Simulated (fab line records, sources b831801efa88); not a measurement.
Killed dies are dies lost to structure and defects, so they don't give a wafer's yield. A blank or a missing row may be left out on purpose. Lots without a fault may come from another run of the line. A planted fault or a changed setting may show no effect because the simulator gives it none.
Which tool did it? | flow gf180mcu | 13 lots, 39 wafers sampled, at 4 steps of a route of 602

WHAT THE GAUGES READ, wafer by wafer
GF_TOP_METAL_CD_MEAS_14: target cd 440 nm.
lot  | measured     | on        | cd_nm (nm)
L417 | day 28 13:06 | cd_sem-02 | 438.5 436.3 439.1
L418 | day 28 13:23 | cd_sem-02 | 436.9 437.2 438.6
L419 | day 28 20:20 | cd_sem-01 | 438.8 440.0 441.6
L420 | day 29 09:01 | cd_sem-01 | 436.6 436.8 436.6
L421 | day 29 13:55 | cd_sem-02 | 440.6 441.3 441.3
L422 | day 30 03:52 | cd_sem-01 | 438.9 439.8 439.7
L423 | day 30 10:34 | cd_sem-01 | 440.0 439.7 440.7
L425 | day 30 20:22 | cd_sem-02 | 442.1 442.2 443.4
L429 | day 31 21:44 | cd_sem-01 | 440.5 442.2 443.2
L435 | day 33 15:16 | cd_sem-01 | 438.7 438.5 436.8
L437 | day 33 21:57 | cd_sem-02 | 436.6 436.4 435.3
L438 | day 34 01:48 | cd_sem-02 | 439.3 439.3 439.6
L439 | day 34 02:58 | cd_sem-01 | 439.9 440.2 441.5

GF_PASSIVATION_BOW_MEAS_14.
lot  | measured     | on            | PASSIVATION_BOW (um)
L417 | day 29 11:16 | film_metro-04 | 133 135 135
L418 | day 29 12:08 | film_metro-03 | 132 129 122
L419 | day 29 19:12 | film_metro-04 | 132 132 138
L420 | day 30 07:05 | film_metro-03 | 120 136 145
L421 | day 30 12:05 | film_metro-04 | 138 145 152
L422 | day 31 01:18 | film_metro-03 | 145 135 141
L423 | day 31 07:09 | film_metro-04 | 142 140 158
L425 | day 31 17:08 | film_metro-01 | 141 127 147
L429 | day 32 15:46 | film_metro-01 | 144 147 160
L435 | day 34 08:14 | film_metro-04 | 119 116 121
L437 | day 34 15:16 | film_metro-01 | 134 136 120
L438 | day 34 19:26 | film_metro-04 | 126 137 130
L439 | day 34 20:50 | film_metro-01 | 129 131 117

WHICH TOOL RAN EACH LOT (tool, then ch and the chambers of the sampled wafers, then the start)
lot  | GF_CONTACT_CMP_04             | GF_V5_CVD_23
L417 | cmp-01 ch 1,2,3, day 15 14:50 | cvd_w-02 ch 1, day 27 16:56
L418 | cmp-02 ch 0,1,2, day 15 17:38 | cvd_w-01 ch 0,1, day 27 17:13
L419 | cmp-02 ch 1,2, day 16 00:56   | cvd_w-02 ch 1, day 28 00:22
L420 | cmp-01 ch 1,2,3, day 16 15:15 | cvd_w-01 ch 0,1, day 28 12:50
L421 | cmp-02 ch 0,1,2, day 16 21:59 | cvd_w-01 ch 0,1, day 28 17:40
L422 | cmp-02 ch 0,1,2, day 17 14:25 | cvd_w-02 ch 0,1, day 29 08:11
L423 | cmp-01 ch 0,2, day 18 00:17   | cvd_w-01 ch 0,1, day 29 15:29
L425 | cmp-02 ch 0,1,2, day 18 11:59 | cvd_w-02 ch 0,1, day 30 01:43
L429 | cmp-01 ch 1,2, day 19 20:55   | cvd_w-02 ch 0,1, day 31 03:28
L435 | cmp-02 ch 0,1,3, day 22 05:06 | cvd_w-01 ch 0,1, day 32 23:01
L437 | cmp-01 ch 0,2, day 22 20:14   | cvd_w-01 ch 0,1, day 33 05:22
L438 | cmp-02 ch 1,3, day 23 03:13   | cvd_w-01 ch 0,1, day 33 09:23
L439 | cmp-01 ch 0,1,3, day 23 04:31 | cvd_w-02 ch 0, day 33 10:46
- GF_CONTACT_CMP_04: polishes SiO2.
- GF_V5_CVD_23: deposits W, target thk 350 nm, time 104.9 s.

WHAT THE TOOLS THEMSELVES READ (means of the sampled wafers that have a number; where no wafer has one, the mark that the record gives instead)
GF_CONTACT_CMP_04.
lot  | tool   | motor_current_A (A) | slurry_filter_dp_kPa (kPa) | time_to_endpoint_s (s)
L417 | cmp-01 | 13.4                | 13.46                      | 110
L418 | cmp-02 | 13.4                | 13.54                      | 117
L419 | cmp-02 | 13.8                | 13.39                      | 113
L420 | cmp-01 | 13.2                | 13.53                      | 111
L421 | cmp-02 | 13.4                | 13.48                      | 115
L422 | cmp-02 | 13.5                | 13.48                      | 117
L423 | cmp-01 | 13.1                | 13.34                      | 114
L425 | cmp-02 | 13.6                | 13.53                      | 115
L429 | cmp-01 | 13.6                | 13.51                      | 116
L435 | cmp-02 | 13.0                | 13.46                      | 114
L437 | cmp-01 | 12.1                | 13.47                      | 117
L438 | cmp-02 | 12.6                | 13.35                      | 107
L439 | cmp-01 | 12.8                | 13.46                      | 112

GF_V5_CVD_23.
lot  | tool     | heater_power_w (W)
L417 | cvd_w-02 | 948
L418 | cvd_w-01 | 928
L419 | cvd_w-02 | 952
L420 | cvd_w-01 | 895
L421 | cvd_w-01 | 888
L422 | cvd_w-02 | 859
L423 | cvd_w-01 | 944
L425 | cvd_w-02 | 902
L429 | cvd_w-02 | 879
L435 | cvd_w-01 | 939
L437 | cvd_w-01 | 931
L438 | cvd_w-01 | 949
L439 | cvd_w-02 | 831

THE ANSWER, worked out from the rows above alone
Rule: what is usual is taken from the lots themselves. Put in order of their means at a reading, lots are off if they are a third of the lots or fewer, leave a main group of 4 or more, and stand apart from it by a gap of 3 or more times the standard deviation of the main group's means; of several such gaps the widest counts. A main group whose means are all the same, to the digits that the tables above print for the reading, isn't used. A lot without any number at a reading at which 4 lots or more have one is off too. The other lots that the step has rows for count as sound. The gauges are gone through in route order, then the tools' own readings, and for those a lot's mean is taken as printed above. The first step at which some lot is off is used, and at that step the reading that is off furthest; a lot without a number counts as furthest.
No lot is off at any reading shown: from this, nothing can be told.

WHAT THE SIMULATOR HAD PUT IN
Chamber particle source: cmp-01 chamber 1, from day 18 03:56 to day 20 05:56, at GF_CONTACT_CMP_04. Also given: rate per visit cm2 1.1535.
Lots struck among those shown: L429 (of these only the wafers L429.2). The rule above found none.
